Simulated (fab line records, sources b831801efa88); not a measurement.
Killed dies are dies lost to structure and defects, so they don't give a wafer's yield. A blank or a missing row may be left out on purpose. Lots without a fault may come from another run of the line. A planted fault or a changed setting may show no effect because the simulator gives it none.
Which tool did it? | flow sky130 | 14 lots, 42 wafers sampled, at 2 steps of a route of 708

WHAT THE GAUGES READ, wafer by wafer
The record holds no reading of a measuring or inspecting step that can be judged against a usual standard deviation.

WHICH TOOL RAN EACH LOT (tool, then ch and the chambers of the sampled wafers, then the start)
lot  | SKY_LI_CONTACT_DEVELOP_11         | SKY_PAD_OPEN_PROBE_99
L882 | litho_track-03 ch 0, day 29 19:00 | -
L883 | litho_track-04 ch 0, day 30 02:00 | -
L884 | litho_track-04 ch 0, day 30 14:00 | -
L885 | litho_track-04 ch 0, day 31 05:00 | prober-02, day 47 16:43
L888 | litho_track-04 ch 0, day 31 19:00 | prober-02, day 48 00:38
L889 | litho_track-02 ch 0, day 31 23:00 | -
L894 | litho_track-02 ch 0, day 34 04:00 | -
L897 | litho_track-04 ch 0, day 34 15:00 | -
L899 | litho_track-04 ch 0, day 34 23:00 | -
L900 | litho_track-04 ch 0, day 35 12:00 | -
L903 | litho_track-02 ch 0, day 36 14:00 | -
L902 | litho_track-02 ch 0, day 36 18:00 | -
L904 | litho_track-04 ch 0, day 36 20:00 | -
L905 | litho_track-03 ch 0, day 37 05:00 | -
- SKY_LI_CONTACT_DEVELOP_11: develop time 60 s.
- SKY_PAD_OPEN_PROBE_99

WHAT THE TOOLS THEMSELVES READ (means of the sampled wafers that have a number; where no wafer has one, the mark that the record gives instead)
SKY_LI_CONTACT_DEVELOP_11.
lot  | tool           | developer_temp_C (C)
L882 | litho_track-03 | 21.04
L883 | litho_track-04 | 21.05
L884 | litho_track-04 | 20.91
L885 | litho_track-04 | 23.15
L888 | litho_track-04 | 23.28
L889 | litho_track-02 | 20.95
L894 | litho_track-02 | 21.02
L897 | litho_track-04 | 20.96
L899 | litho_track-04 | 20.94
L900 | litho_track-04 | 21.04
L903 | litho_track-02 | 21.08
L902 | litho_track-02 | 20.85
L904 | litho_track-04 | 20.98
L905 | litho_track-03 | 20.97

SKY_PAD_OPEN_PROBE_99.
lot  | tool      | killed_at_M0_to_M3 | killed_at_M4_up | killed_at_contacts | killed_at_front_end | killed_at_other | killed_dies | killed_open | killed_short
L885 | prober-02 | 45                 | 3.3             | 28                 | 11                  | 0.0             | 87          | 47          | 40
L888 | prober-02 | 47                 | 3.3             | 24                 | 14                  | 1.0             | 90          | 50          | 40

THE ANSWER, worked out from the rows above alone
Rule: what is usual is taken from the lots themselves. Put in order of their means at a reading, lots are off if they are a third of the lots or fewer, leave a main group of 4 or more, and stand apart from it by a gap of 3 or more times the standard deviation of the main group's means; of several such gaps the widest counts. A main group whose means are all the same, to the digits that the tables above print for the reading, isn't used. A lot without any number at a reading at which 4 lots or more have one is off too. The other lots that the step has rows for count as sound. The gauges are gone through in route order, then the tools' own readings, and for those a lot's mean is taken as printed above. The first step at which some lot is off is used, and at that step the reading that is off furthest; a lot without a number counts as furthest.
Off: L885, L888, at SKY_LI_CONTACT_DEVELOP_11 (developer_temp_C). The main group: mean 20.98 C, standard deviation 0.064.
A tool fits if, at that step or a process step before it, it ran every lot that is off, and no sound lot after the first of them. None of those tried fits.

WHAT THE SIMULATOR HAD PUT IN
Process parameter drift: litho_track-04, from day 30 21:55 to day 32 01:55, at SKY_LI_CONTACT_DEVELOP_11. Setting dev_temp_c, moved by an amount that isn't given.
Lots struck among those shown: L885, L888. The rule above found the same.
